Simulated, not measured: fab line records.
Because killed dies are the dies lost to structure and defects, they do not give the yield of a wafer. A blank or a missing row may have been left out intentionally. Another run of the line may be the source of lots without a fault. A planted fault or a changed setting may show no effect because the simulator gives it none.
fab line records ; flow sky130
record: lots: 6; wafers: 18; last-day: 50
route steps=708 shown LDD_N@240 LDD_P@255 LDD_HVN@267 LDD_HVP@278 PAD_OPEN@708
lots that met no fault: taken from a fault-free run of the same line
start-h: hours from the record's first day to the start of the lot's first wafer shown ; wait-h: time in hours since the lot's previous step ; " identical to the entry in the row above ; L1.1+2: several wafers, shown together as one row ; - no value, or no start given ; * or withheld: withheld ; < > ~ a bound
route shown NAME@n: a module of which the file shows steps, and the number in the route of the first ; usual: the fault-free wafers' mean and standard deviation ; same: alike in all rows ; chamber/n: place in a boat ; sites: per-site readings ; _std_site: how widely they spread, as a standard deviation ; _edge_site: mean of outer sites minus mean of inner sites ; radius-mm: for every site, how far away it sits from the centre of the wafer ; mask NAME#n: copy n ; behind: the tool/chamber that last shaped the wafer ; hold: what put the lot on hold/how long, in hours/how the hold closed ; device: transistor that didn't switch, given as n, p or np ; end of line: the tests these same wafers got at the end of their route ; where a step has no rows: the recipe by itself ; killed: at the first sort, the dies lost to defects and structure; wafer yield is something else ; map: the dies of a wafer, with x for killed, . for not killed, _ for no die there
set.NAME: the setting that was run; set.NAME@STEP: the one run at that earlier step ; model.NAME: the simulator's own value behind a step, which no gauge read
lots at some steps of the route; a table a step, a row a wafer
services: when a tool's chamber went out of use (start-h, in hours from the record's first day, below 0 if earlier), for how many hours, and the reason
== steps ==
step: SKY_LDD_N_SOFTBAKE_03
recipe: temp-c: 90; time-s: 60; resist: NOVOLAK
step: SKY_LDD_N_EXPOSE_04
recipe: mask-id: NTM; target-cd-nm: 840; na: 0.6; source-shape: conventional; sigma-outer: 0.6; dose-mj: 110
step: SKY_LDD_N_PEB_05
recipe: temp-c: withheld; time-s: *; resist: NOVOLAK
step: SKY_LDD_N_DEVELOP_06
recipe: develop-time-s: 60; dev-temp-c: 23
step: SKY_LDD_N_OVL_MEAS_07
usual: LDD_N_OVL: 0.8/1.1
lot.wafer;tool;chamber;start-h;wait-h;LDD_N_OVL[nm]
L221.2;overlay-01;-;406.76;0.1;0.8
L221.4;overlay-01;-;406.76;0.1;0.5
L221.6;overlay-01;-;406.76;0.1;-0.3
L233.2;overlay-01;-;503.74;0.1;1.1
L233.4;overlay-01;-;503.74;0.1;-0.6
L233.6;overlay-01;-;503.74;0.1;0.2
L234.2;overlay-02;-;511.73;0.1;0.5
L234.4;overlay-02;-;511.73;0.1;0.2
L234.5;overlay-02;-;511.73;0.1;1.3
L239.1;overlay-01;-;562.30;0.1;-0.7
L239.3;overlay-01;-;562.30;0.1;1.2
L239.6;overlay-01;-;562.30;0.1;1.7
L238.1;overlay-02;-;566.47;0.1;-1.4
L238.2;overlay-02;-;566.47;0.1;-0.5
L238.4;overlay-02;-;566.47;0.1;0.6
L244.3;overlay-01;-;597.77;0.1;0.0
L244.4;overlay-01;-;597.77;0.1;0.8
L244.5;overlay-01;-;597.77;0.1;0.6
step: SKY_LDD_N_IMPLANT_08
recipe: species: As; energy-kev: 20; dose-cm2: 7.5e+13; tilt-deg: withheld; rotation-deg: 23
step: SKY_LDD_N_IMPLANT_09
recipe: species: As; energy-kev: 20; dose-cm2: 7.5e+13; tilt-deg: withheld; rotation-deg: 113
step: SKY_LDD_N_IMPLANT_10
recipe: species: As; energy-kev: 20; dose-cm2: 7.5e+13; tilt-deg: withheld; rotation-deg: 203
step: SKY_LDD_N_IMPLANT_11
recipe: species: As; energy-kev: 20; dose-cm2: 7.5e+13; tilt-deg: withheld; rotation-deg: 293
step: SKY_LDD_N_IMPLANT_12
recipe: species: BF2; energy-kev: 50; dose-cm2: 5e+12; tilt-deg: 30; rotation-deg: 0
step: SKY_LDD_N_IMPLANT_13
recipe: species: BF2; energy-kev: 50; dose-cm2: 5e+12; tilt-deg: 30; rotation-deg: 90
step: SKY_LDD_N_IMPLANT_14
recipe: species: BF2; energy-kev: 50; dose-cm2: 5e+12; tilt-deg: 30; rotation-deg: 180
step: SKY_LDD_N_IMPLANT_15
recipe: species: BF2; energy-kev: 50; dose-cm2: 5e+12; tilt-deg: 30; rotation-deg: 270
same: implant-ion-amu: 49
lot.wafer;tool;chamber;start-h;wait-h
L221.2+4+6;implanter-02;0;407.87;0.1
L233.2+4+6;implanter-02;0;504.84;0.1
L234.2+4+5;implanter-02;0;512.83;0.1
L239.1+3+6;implanter-01;0;563.39;0.1
L238.1+2+4;implanter-01;0;567.56;0.1
L244.3+4+5;implanter-01;0;598.89;0.1
step: SKY_LDD_N_STRIP_16
recipe: chemistry: O2/N2; power-w: 1400; pressure-mtorr: 1500; platen-temp-c: withheld; o2-flow-sccm: 3000; n2-flow-sccm: 300; overash-fraction: 0.5
usual: drypump-motor-current-A: 5.9/0.56; oes-product-au: 0.406/0.0047; strip-time-to-endpoint-s: 4.313/0.015
lot.wafer;tool;chamber;start-h;wait-h;drypump-motor-current-A;oes-product-au;rf-hours-counter-h;strip-time-to-endpoint-s
L221.2;plasma-asher-04;0;407.99;0.1;6.4;0.416;70;4.316
L221.4;plasma-asher-04;0;407.99;0.1;6.4;0.406;-;4.315
L221.6;plasma-asher-04;0;407.99;0.1;6.4;0.406;-;4.320
L233.2;plasma-asher-04;1;504.97;0.1;6.6;0.403;7;4.309
L233.4;plasma-asher-04;1;504.97;0.1;6.6;0.408;-;4.320
L233.6;plasma-asher-04;0;504.97;0.1;6.4;0.404;-;4.314
L234.2;plasma-asher-02;0;512.96;0.1;5.0;0.410;73;4.324
L234.4;plasma-asher-02;1;512.96;0.1;5.6;0.405;-;4.316
L234.5;plasma-asher-02;1;512.96;0.1;5.6;0.404;-;4.302
L239.1;plasma-asher-03;0;563.54;0.1;6.0;0.399;45;4.327
L239.3;plasma-asher-03;1;563.54;0.1;6.2;0.407;-;4.340
L239.6;plasma-asher-03;0;563.54;0.1;6.0;0.403;-;4.318
L238.1;plasma-asher-04;0;567.71;0.1;6.4;0.405;13;4.302
L238.2;plasma-asher-04;1;567.71;0.1;6.6;0.404;13;4.307
L238.4;plasma-asher-04;1;567.71;0.1;6.6;0.415;-;4.297
L244.3;plasma-asher-02;0;599.02;0.1;5.0;0.406;-;4.332
L244.4;plasma-asher-02;1;599.02;0.1;5.6;0.406;-;4.310
L244.5;plasma-asher-02;0;599.02;0.1;4.9;0.402;-;4.307
step: SKY_LDD_N_TW_MEAS_17
usual: LDD_N_TW: 2577/21
lot.wafer;tool;chamber;start-h;wait-h;LDD_N_TW
L221.2;film-metro-03;-;408.10;0.1;2575
L221.4;film-metro-03;-;408.10;0.1;2582
L221.6;film-metro-03;-;408.10;0.1;2593
L233.2;film-metro-04;-;505.08;0.1;2549
L233.4;film-metro-04;-;505.08;0.1;2563
L233.6;film-metro-04;-;505.08;0.1;2544
L234.2;film-metro-03;-;513.07;0.1;2588
L234.4;film-metro-03;-;513.07;0.1;2586
L234.5;film-metro-03;-;513.07;0.1;2575
L239.1;film-metro-04;-;563.64;0.1;2554
L239.3;film-metro-04;-;563.64;0.1;2548
L239.6;film-metro-04;-;563.64;0.1;2549
L238.1;film-metro-04;-;567.81;0.1;2550
L238.2;film-metro-04;-;567.81;0.1;2540
L238.4;film-metro-04;-;567.81;0.1;2550
L244.3;film-metro-04;-;599.11;0.1;2557
L244.4;film-metro-04;-;599.11;0.1;2552
L244.5;film-metro-04;-;599.11;0.1;2553
step: SKY_LDD_P_DEHYDRATE_00
recipe: temp-c: 200; time-s: 60
step: SKY_LDD_P_HMDS_01
recipe: prime-time-s: 60.99; prime-temp-c: 120
step: SKY_LDD_P_COAT_02
recipe: resist: NOVOLAK; spin-rpm: 3000; resist-thk-nm: 1140
step: SKY_LDD_P_SOFTBAKE_03
recipe: temp-c: 90; time-s: 60; resist: NOVOLAK
step: SKY_LDD_P_EXPOSE_04
recipe: mask-id: PSDM; na: 0.6; source-shape: conventional; sigma-outer: 0.6; polarization: unpolarized; target-cd-nm: 380; dose-mj: 138
step: SKY_LDD_P_PEB_05
recipe: temp-c: withheld; time-s: *; resist: NOVOLAK
step: SKY_LDD_P_DEVELOP_06
recipe: resist: NOVOLAK; developer: TMAH; develop-time-s: 60; dev-temp-c: 23
step: SKY_LDD_P_CD_MEAS_07
recipe: target-cd-nm: 380
usual: cd-nm: 380.6/2.3
lot.wafer;tool;chamber;start-h;wait-h;cd-nm
L221.2;cd-sem-01;-;437.47;0.1;378.6
L221.4;cd-sem-01;-;437.47;0.1;379.5
L221.6;cd-sem-01;-;437.47;0.1;380.4
L233.2;cd-sem-01;-;535.44;0.1;379.6
L233.4;cd-sem-01;-;535.44;0.1;380.0
L233.6;cd-sem-01;-;535.44;0.1;379.8
L234.2;cd-sem-02;-;543.97;0.1;377.7
L234.4;cd-sem-02;-;543.97;0.1;380.4
L234.5;cd-sem-02;-;543.97;0.1;379.5
L239.1;cd-sem-01;-;593.07;0.1;377.2
L239.3;cd-sem-01;-;593.07;0.1;380.3
L239.6;cd-sem-01;-;593.07;0.1;378.0
L238.1;cd-sem-02;-;597.52;0.1;380.2
L238.2;cd-sem-02;-;597.52;0.1;379.4
L238.4;cd-sem-02;-;597.52;0.1;377.7
L244.3;cd-sem-01;-;627.36;0.1;381.9
L244.4;cd-sem-01;-;627.36;0.1;385.9
L244.5;cd-sem-01;-;627.36;0.1;382.4
step: SKY_LDD_P_OVL_MEAS_08
usual: LDD_P_OVL: -0.2/1.3
lot.wafer;tool;chamber;start-h;wait-h;LDD_P_OVL[nm]
L221.2;overlay-01;-;437.58;0.1;-1.6
L221.4;overlay-01;-;437.58;0.1;-0.1
L221.6;overlay-01;-;437.58;0.1;1.2
L233.2;overlay-02;-;535.55;0.1;-2.1
L233.4;overlay-02;-;535.55;0.1;-1.0
L233.6;overlay-02;-;535.55;0.1;0.8
L234.2;overlay-01;-;544.08;0.1;-0.4
L234.4;overlay-01;-;544.08;0.1;1.0
L234.5;overlay-01;-;544.08;0.1;0.3
L239.1;overlay-01;-;593.19;0.1;-0.3
L239.3;overlay-01;-;593.19;0.1;-0.4
L239.6;overlay-01;-;593.19;0.1;0.7
L238.1;overlay-02;-;597.64;0.1;-0.3
L238.2;overlay-02;-;597.64;0.1;0.8
L238.4;overlay-02;-;597.64;0.1;0.5
L244.3;overlay-01;-;627.45;0.1;0.7
L244.4;overlay-01;-;627.45;0.1;0.8
L244.5;overlay-01;-;627.45;0.1;1.8
step: SKY_LDD_P_IMPLANT_09
recipe: species: BF2; energy-kev: 25; dose-cm2: 1e+13; tilt-deg: withheld
step: SKY_LDD_P_STRIP_10
recipe: chemistry: O2/N2; power-w: 1400; pressure-mtorr: 1500; platen-temp-c: withheld; o2-flow-sccm: 3000; n2-flow-sccm: 300; overash-fraction: 0.5
usual: drypump-motor-current-A: 5.8/0.47; oes-product-au: 0.716/0.0044; strip-time-to-endpoint-s: 14.18/0.043
lot.wafer;tool;chamber;start-h;wait-h;drypump-motor-current-A;oes-product-au;rf-hours-counter-h;strip-time-to-endpoint-s
L221.2;plasma-asher-01;0;437.76;0.1;6.3;0.713;73;14.19
L221.4;plasma-asher-01;0;437.76;0.1;6.3;0.725;-;14.19
L221.6;plasma-asher-01;0;437.76;0.1;6.3;0.717;-;14.18
L233.2;plasma-asher-02;1;535.73;0.1;5.6;0.719;75;14.26
L233.4;plasma-asher-02;0;535.73;0.1;5.0;0.708;-;14.18
L233.6;plasma-asher-02;0;535.73;0.1;5.0;0.721;-;14.25
L234.2;plasma-asher-03;0;544.26;0.1;6.0;0.717;43;14.22
L234.4;plasma-asher-03;1;544.26;0.1;6.2;0.713;-;14.19
L234.5;plasma-asher-03;1;544.26;0.1;6.2;0.712;-;14.21
L239.1;plasma-asher-01;0;593.38;0.1;6.3;0.707;89;14.18
L239.3;plasma-asher-01;0;593.38;0.1;6.3;0.707;-;14.10
L239.6;plasma-asher-01;1;593.38;0.1;5.4;0.720;-;14.15
L238.1;plasma-asher-01;1;597.83;0.1;5.3;0.716;89;14.26
L238.2;plasma-asher-01;0;597.83;0.1;6.4;0.722;89;14.24
L238.4;plasma-asher-01;0;597.83;0.1;6.3;0.715;-;14.25
L244.3;plasma-asher-01;1;627.66;0.1;5.4;0.714;-;14.20
L244.4;plasma-asher-01;0;627.66;0.1;6.3;0.721;-;14.19
L244.5;plasma-asher-01;0;627.66;0.1;6.3;0.716;-;14.19
step: SKY_LDD_P_TW_MEAS_11
usual: LDD_P_TW: 636/4.4
lot.wafer;tool;chamber;start-h;wait-h;LDD_P_TW
L221.2;film-metro-02;-;437.87;0.1;635
L221.4;film-metro-02;-;437.87;0.1;639
L221.6;film-metro-02;-;437.87;0.1;634
L233.2;film-metro-04;-;535.84;0.1;629
L233.4;film-metro-04;-;535.84;0.1;633
L233.6;film-metro-04;-;535.84;0.1;629
L234.2;film-metro-01;-;544.37;0.1;638
L234.4;film-metro-01;-;544.37;0.1;641
L234.5;film-metro-01;-;544.37;0.1;638
L239.1;film-metro-04;-;593.48;0.1;629
L239.3;film-metro-04;-;593.48;0.1;632
L239.6;film-metro-04;-;593.48;0.1;628
L238.1;film-metro-02;-;597.93;0.1;639
L238.2;film-metro-02;-;597.93;0.1;638
L238.4;film-metro-02;-;597.93;0.1;635
L244.3;film-metro-01;-;627.75;0.1;636
L244.4;film-metro-01;-;627.75;0.1;635
L244.5;film-metro-01;-;627.75;0.1;635
step: SKY_LDD_HVN_DEHYDRATE_00
recipe: temp-c: 200; time-s: 60
step: SKY_LDD_HVN_HMDS_01
recipe: prime-time-s: 60; prime-temp-c: 120
step: SKY_LDD_HVN_COAT_02
recipe: resist: NOVOLAK; spin-rpm: 3000; resist-thk-nm: 300
step: SKY_LDD_HVN_SOFTBAKE_03
recipe: temp-c: 90; time-s: 60; resist: NOVOLAK
step: SKY_LDD_HVN_EXPOSE_04
recipe: mask-id: HVNTM; na: 0.6; source-shape: conventional; sigma-outer: 0.6; polarization: unpolarized; target-cd-nm: 700; dose-mj: 127
step: SKY_LDD_HVN_PEB_05
recipe: temp-c: withheld; time-s: *; resist: NOVOLAK
step: SKY_LDD_HVN_DEVELOP_06
recipe: resist: NOVOLAK; developer: TMAH; develop-time-s: 60; dev-temp-c: 23
step: SKY_LDD_HVN_OVL_MEAS_07
usual: LDD_HVN_OVL: -0.1/1.4
lot.wafer;tool;chamber;start-h;wait-h;LDD_HVN_OVL[nm]
L221.2;overlay-01;-;468.67;0.1;0.3
L221.4;overlay-01;-;468.67;0.1;-0.4
L221.6;overlay-01;-;468.67;0.1;0.0
L233.2;overlay-01;-;565.71;0.1;-0.4
L233.4;overlay-01;-;565.71;0.1;-2.6
L233.6;overlay-01;-;565.71;0.1;-2.0
L234.2;overlay-01;-;574.34;0.1;-1.7
L234.4;overlay-01;-;574.34;0.1;-0.4
L234.5;overlay-01;-;574.34;0.1;-0.3
L239.1;overlay-02;-;622.00;0.1;-1.5
L239.3;overlay-02;-;622.00;0.1;-2.5
L239.6;overlay-02;-;622.00;0.1;-1.9
L238.1;overlay-02;-;626.15;0.1;0.5
L238.2;overlay-02;-;626.15;0.1;1.3
L238.4;overlay-02;-;626.15;0.1;2.1
L244.3;overlay-02;-;656.27;0.1;0.0
L244.4;overlay-02;-;656.27;0.1;-0.3
L244.5;overlay-02;-;656.27;0.1;0.0
step: SKY_LDD_HVN_IMPLANT_08
recipe: species: P; energy-kev: 60; dose-cm2: 3e+13; tilt-deg: 40
step: SKY_LDD_HVN_STRIP_09
recipe: chemistry: O2/N2; power-w: 1400; pressure-mtorr: 1500; platen-temp-c: withheld; o2-flow-sccm: 3000; n2-flow-sccm: 300; overash-fraction: 0.5
usual: drypump-motor-current-A: 6.1/0.39; oes-product-au: 0.408/0.0053; strip-time-to-endpoint-s: 4.130/0.014
lot.wafer;tool;chamber;start-h;wait-h;drypump-motor-current-A;oes-product-au;rf-hours-counter-h;strip-time-to-endpoint-s
L221.2;plasma-asher-04;0;468.85;0.1;6.4;0.410;4;4.115
L221.4;plasma-asher-04;0;468.85;0.1;6.4;0.404;-;4.139
L221.6;plasma-asher-04;1;468.85;0.1;6.6;0.409;-;4.122
L233.2;plasma-asher-04;1;565.89;0.1;6.6;0.410;13;4.141
L233.4;plasma-asher-04;1;565.89;0.1;6.6;0.413;-;4.144
L233.6;plasma-asher-04;1;565.89;0.1;6.6;0.409;-;4.143
L234.2;plasma-asher-01;0;574.52;0.1;6.3;0.405;87;4.149
L234.4;plasma-asher-01;0;574.52;0.1;6.3;0.404;-;4.155
L234.5;plasma-asher-01;1;574.52;0.1;5.4;0.413;-;4.131
L239.1;plasma-asher-03;1;622.19;0.1;6.2;0.422;51;4.124
L239.3;plasma-asher-03;1;622.19;0.1;6.2;0.401;-;4.118
L239.6;plasma-asher-03;1;622.19;0.1;6.2;0.410;-;4.117
L238.1;plasma-asher-04;0;626.34;0.1;6.4;0.403;18;4.137
L238.2;plasma-asher-04;1;626.34;0.1;6.6;0.420;18;4.120
L238.4;plasma-asher-04;1;626.34;0.1;6.6;0.406;-;4.137
L244.3;plasma-asher-01;1;656.47;0.1;5.4;0.400;-;4.138
L244.4;plasma-asher-01;0;656.47;0.1;6.3;0.398;-;4.137
L244.5;plasma-asher-01;0;656.47;0.1;6.3;0.402;-;4.137
step: SKY_LDD_HVN_TW_MEAS_10
usual: LDD_HVN_TW: 1441/6.4
lot.wafer;tool;chamber;start-h;wait-h;LDD_HVN_TW
L221.2;film-metro-03;-;468.96;0.1;1446
L221.4;film-metro-03;-;468.96;0.1;1448
L221.6;film-metro-03;-;468.96;0.1;1439
L233.2;film-metro-03;-;566.00;0.1;1445
L233.4;film-metro-03;-;566.00;0.1;1452
L233.6;film-metro-03;-;566.00;0.1;1442
L234.2;film-metro-02;-;574.63;0.1;1444
L234.4;film-metro-02;-;574.63;0.1;1434
L234.5;film-metro-02;-;574.63;0.1;1443
L239.1;film-metro-01;-;622.29;0.1;1443
L239.3;film-metro-01;-;622.29;0.1;1451
L239.6;film-metro-01;-;622.29;0.1;1449
L238.1;film-metro-03;-;626.44;0.1;1440
L238.2;film-metro-03;-;626.44;0.1;1442
L238.4;film-metro-03;-;626.44;0.1;1435
L244.3;film-metro-01;-;656.56;0.1;1451
L244.4;film-metro-01;-;656.56;0.1;1444
L244.5;film-metro-01;-;656.56;0.1;1449
step: SKY_LDD_HVP_DEHYDRATE_00
recipe: temp-c: 200; time-s: 60
step: SKY_LDD_HVP_HMDS_01
recipe: prime-time-s: 60; prime-temp-c: 120
step: SKY_LDD_HVP_COAT_02
recipe: resist: NOVOLAK; spin-rpm: 3000; resist-thk-nm: 300
step: SKY_LDD_HVP_SOFTBAKE_03
recipe: temp-c: 90; time-s: 60; resist: NOVOLAK
step: SKY_PAD_OPEN_PROBE_99
usual: killed_at_M0_to_M3: 43/7.2; killed_at_M4_up: 3.3/2; killed-at-contacts: 25/5.8; killed-at-front-end: 15/4.5; killed-at-other: 0.3/0.62; killed-dies: 86/9.4; killed-open: 47/7.1; killed-short: 39/6
same: gross-dies: 492; killed-at-back-side: 0
lot.wafer;tool;chamber;start-h;wait-h;killed_at_M0_to_M3;killed_at_M4_up;killed-at-contacts;killed-at-front-end;killed-at-other;killed-dies;killed-open;killed-short;model.etest.nfet_01v8_turned.vt-sat-v;model.etest.nfet_01v8_turned.vt-v
L221.2;prober-01;-;1081.04;0.1;42;1;28;15;0;86;50;36;0.6584;0.7174
L221.4;prober-01;-;1081.14;0.2;47;3;33;15;0;98;57;41;0.6694;0.7232
L221.6;prober-01;-;1081.24;0.2;49;3;17;18;0;87;44;43;0.665;0.716
L233.2;prober-01;-;1140.12;0.1;44;4;22;13;0;83;42;40;0.679;0.7251
L233.4;prober-01;-;1140.22;0.2;40;5;21;23;1;90;49;41;0.6774;0.7208
L233.6;prober-01;-;1140.32;0.2;42;4;24;14;0;84;49;35;0.6853;0.7303
L234.2;prober-02;-;1147.71;0.1;48;4;32;8;2;94;48;46;0.6987;0.7399
L234.4;prober-02;-;1147.81;0.2;51;4;28;14;0;97;49;48;0.6871;0.7329
L234.5;prober-02;-;1147.86;0.2;60;2;28;12;0;102;55;47;0.6973;0.7404
L239.1;prober-02;-;1176.13;0.1;50;1;24;17;0;92;44;48;0.6545;0.7128
L239.3;prober-02;-;1176.23;0.2;34;3;24;9;1;71;40;31;0.6673;0.7177
L239.6;prober-02;-;1176.38;0.2;37;3;31;21;0;92;49;43;0.6528;0.7112
L238.1;prober-01;-;1181.12;0.1;43;5;28;22;0;98;38;59;0.6656;0.7201
L238.2;prober-01;-;1181.17;0.1;43;1;20;15;0;79;48;30;0.6712;0.7253
L238.4;prober-01;-;1181.27;0.2;33;4;19;14;0;70;37;33;0.6765;0.7308
L244.3;prober-02;-;1195.63;0.2;49;1;20;17;0;87;50;36;0.658;0.7167
L244.4;prober-02;-;1195.68;0.2;39;4;30;10;0;83;44;39;0.6536;0.7135
L244.5;prober-02;-;1195.73;0.2;31;2;20;24;0;77;38;39;0.6675;0.7236
killed by level:class
L221.2 VIA1:geometric-particle:open=11 CONTACT:geometric-particle:open=9 LI_CONTACT:geometric-particle:open=7 VIA2:geometric-particle:open=7 VIA3:geometric-particle:open=6 LOCAL_INTERCONNECT:geometric-particle:short=5 CONTACT:geometric-particle:short=5 METAL3:geometric-particle:short=4
L221.4 VIA1:geometric-particle:open=11 VIA3:geometric-particle:open=11 LI_CONTACT:geometric-particle:open=10 FIELD_ISO:geometric-particle:short=6 LOCAL_INTERCONNECT:geometric-particle:short=6 CONTACT:geometric-particle:open=6 METAL1:geometric-particle:short=5 VIA2:geometric-particle:open=5
L221.6 VIA1:geometric-particle:open=12 VIA3:geometric-particle:open=7 METAL1:geometric-particle:short=6 FIELD_ISO:geometric-particle:short=5 LI_CONTACT:geometric-particle:open=5 METAL3:geometric-particle:short=5 FIELD_ISO:geometric-particle:open=4 POLY_GATE:geometric-particle:short=4
L233.2 VIA1:geometric-particle:open=9 VIA3:geometric-particle:open=9 LI_CONTACT:geometric-particle:open=7 VIA1:geometric-particle:short=6 CONTACT:geometric-particle:open=5 POLY_GATE:geometric-particle:short=4 LOCAL_INTERCONNECT:geometric-particle:short=4 CONTACT:geometric-particle:short=4
L233.4 VIA1:geometric-particle:open=9 FIELD_ISO:geometric-particle:open=7 LI_CONTACT:geometric-particle:open=7 CONTACT:geometric-particle:open=7 VIA2:geometric-particle:open=7 VIA3:geometric-particle:open=6 FIELD_ISO:geometric-particle:short=5 METAL1:geometric-particle:short=5
L233.6 VIA1:geometric-particle:open=14 CONTACT:geometric-particle:open=11 VIA2:geometric-particle:open=10 FIELD_ISO:geometric-particle:open=5 CONTACT:geometric-particle:short=5 METAL1:geometric-particle:short=5 VIA2:geometric-particle:short=5 LI_CONTACT:geometric-particle:short=4
L234.2 CONTACT:geometric-particle:open=12 VIA1:geometric-particle:open=12 VIA1:geometric-particle:short=10 LI_CONTACT:geometric-particle:open=9 METAL2:geometric-particle:short=9 LI_CONTACT:geometric-particle:short=5 POLY_GATE:geometric-particle:short=4 LOCAL_INTERCONNECT:geometric-particle:short=4
L234.4 VIA1:geometric-particle:open=13 CONTACT:geometric-particle:open=9 LI_CONTACT:geometric-particle:open=8 METAL2:geometric-particle:short=7 VIA2:geometric-particle:short=6 LOCAL_INTERCONNECT:geometric-particle:short=6 VIA2:geometric-particle:open=6 METAL1:geometric-particle:short=5
L234.5 VIA3:geometric-particle:open=11 VIA1:geometric-particle:open=11 METAL2:geometric-particle:short=11 CONTACT:geometric-particle:open=8 VIA2:geometric-particle:open=8 LI_CONTACT:geometric-particle:open=7 METAL1:geometric-particle:short=7 POLY_GATE:geometric-particle:short=6
L239.1 VIA1:geometric-particle:open=17 METAL1:geometric-particle:short=8 CONTACT:geometric-particle:open=7 FIELD_ISO:geometric-particle:short=5 LI_CONTACT:geometric-particle:short=5 LI_CONTACT:geometric-particle:open=5 VIA3:geometric-particle:short=5 LOCAL_INTERCONNECT:geometric-particle:short=4
L239.3 CONTACT:geometric-particle:open=8 LI_CONTACT:geometric-particle:open=7 VIA3:geometric-particle:open=7 METAL2:geometric-particle:short=6 FIELD_ISO:geometric-particle:open=5 VIA1:geometric-particle:open=5 CONTACT:geometric-particle:short=5 VIA1:geometric-particle:short=5
L239.6 CONTACT:geometric-particle:open=14 METAL1:geometric-particle:short=7 VIA1:geometric-particle:open=7 VIA3:geometric-particle:open=7 LI_CONTACT:geometric-particle:short=6 POLY_GATE:geometric-particle:open=5 LI_CONTACT:geometric-particle:open=5 FIELD_ISO:geometric-particle:open=4
L238.1 FIELD_ISO:geometric-particle:short=9 CONTACT:geometric-particle:open=9 VIA1:geometric-particle:open=8 METAL1:geometric-particle:short=8 METAL2:geometric-particle:short=7 CONTACT:geometric-particle:short=6 LI_CONTACT:geometric-particle:short=5 LI_CONTACT:geometric-particle:open=5
L238.2 CONTACT:geometric-particle:open=11 VIA1:geometric-particle:open=10 VIA3:geometric-particle:open=6 POLY_GATE:geometric-particle:open=5 METAL1:geometric-particle:short=5 LI_CONTACT:geometric-particle:open=5 VIA1:geometric-particle:short=5 VIA2:geometric-particle:open=5
L238.4 CONTACT:geometric-particle:open=6 LI_CONTACT:geometric-particle:open=5 CONTACT:geometric-particle:short=5 METAL2:geometric-particle:short=5 POLY_GATE:geometric-particle:open=4 VIA2:geometric-particle:open=4 VIA1:geometric-particle:open=4 VIA3:geometric-particle:open=4
L244.3 VIA1:geometric-particle:open=14 LI_CONTACT:geometric-particle:open=8 METAL1:geometric-particle:short=8 VIA3:geometric-particle:open=7 FIELD_ISO:geometric-particle:open=6 VIA2:geometric-particle:open=5 CONTACT:geometric-particle:open=4 VIA1:geometric-particle:short=4
L244.4 LI_CONTACT:geometric-particle:open=10 VIA1:geometric-particle:open=10 CONTACT:geometric-particle:open=9 VIA1:geometric-particle:short=7 VIA2:geometric-particle:open=6 LOCAL_INTERCONNECT:geometric-particle:short=6 METAL2:geometric-particle:short=4 FIELD_ISO:geometric-particle:open=3
L244.5 CONTACT:geometric-particle:open=7 POLY_GATE:geometric-particle:short=6 CONTACT:geometric-particle:short=5 VIA1:geometric-particle:open=5 VIA3:geometric-particle:open=5 POLY_GATE:geometric-particle:open=4 LI_CONTACT:geometric-particle:open=4 VIA1:geometric-particle:short=4
== services ==
tool;chamber;start-h;hours;kind
implanter-02;-;383.93;9.6;repair
implanter-02;-;409.48;1.0;repair
plasma-asher-03;-;416.10;1.1;repair
plasma-asher-03;-;421.02;1.7;repair
plasma-asher-04;-;421.25;9.0;pm
plasma-asher-04;0;421.25;9.0;vent-cycle
plasma-asher-04;1;421.25;9.0;vent-cycle
plasma-asher-04;-;422.93;0.6;repair
plasma-asher-04;0;430.25;-;clean
plasma-asher-04;1;430.25;-;clean
implanter-01;-;459.86;13.2;pm
plasma-asher-04;-;498.72;4.6;repair
plasma-asher-04;-;503.07;0.6;repair
plasma-asher-02;-;519.95;1.2;repair
implanter-01;-;527.84;2.5;repair
plasma-asher-03;-;558.74;1.5;repair
plasma-asher-03;-;570.37;0.9;repair
plasma-asher-04;-;572.55;4.0;repair
implanter-02;-;575.13;5.9;pm
plasma-asher-04;-;585.17;0.8;repair
plasma-asher-04;-;610.32;3.8;repair
implanter-02;-;628.16;2.7;repair
plasma-asher-02;-;630.72;2.8;pm
implanter-01;-;652.97;6.1;pm
== key ==
first-sign none at tools or gauges
model-effect: step: SKY_PAD_OPEN_PROBE_99; value: etest.nfet_01v8_turned.vt-sat-v; without: 0.6687; struck: 0.6875
met-at SKY_LDD_N_IMPLANT_15
struck-wafers L233.2,L233.4,L233.6,L234.2,L234.4,L234.5
tester-left-out L233,L234
onset-between 407.87 504.84
fault: kind: process-parameter-drift; tool: implanter-02; chamber: -; onset-h: 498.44; steps: SKY_LDD_N_IMPLANT_15; channel: tilt-deg; offset: *; spread-by-wafer: *; shape: step; end-h: 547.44; acts-in: *; stated: *
tester-left-out: of these lots the tester's yield and bins aren't shown, on N5 and GAA mostly nor the transistor test; their killed dies are dies lost to structure and defects alone, not to doping, threshold or leakage, so they don't give the yield
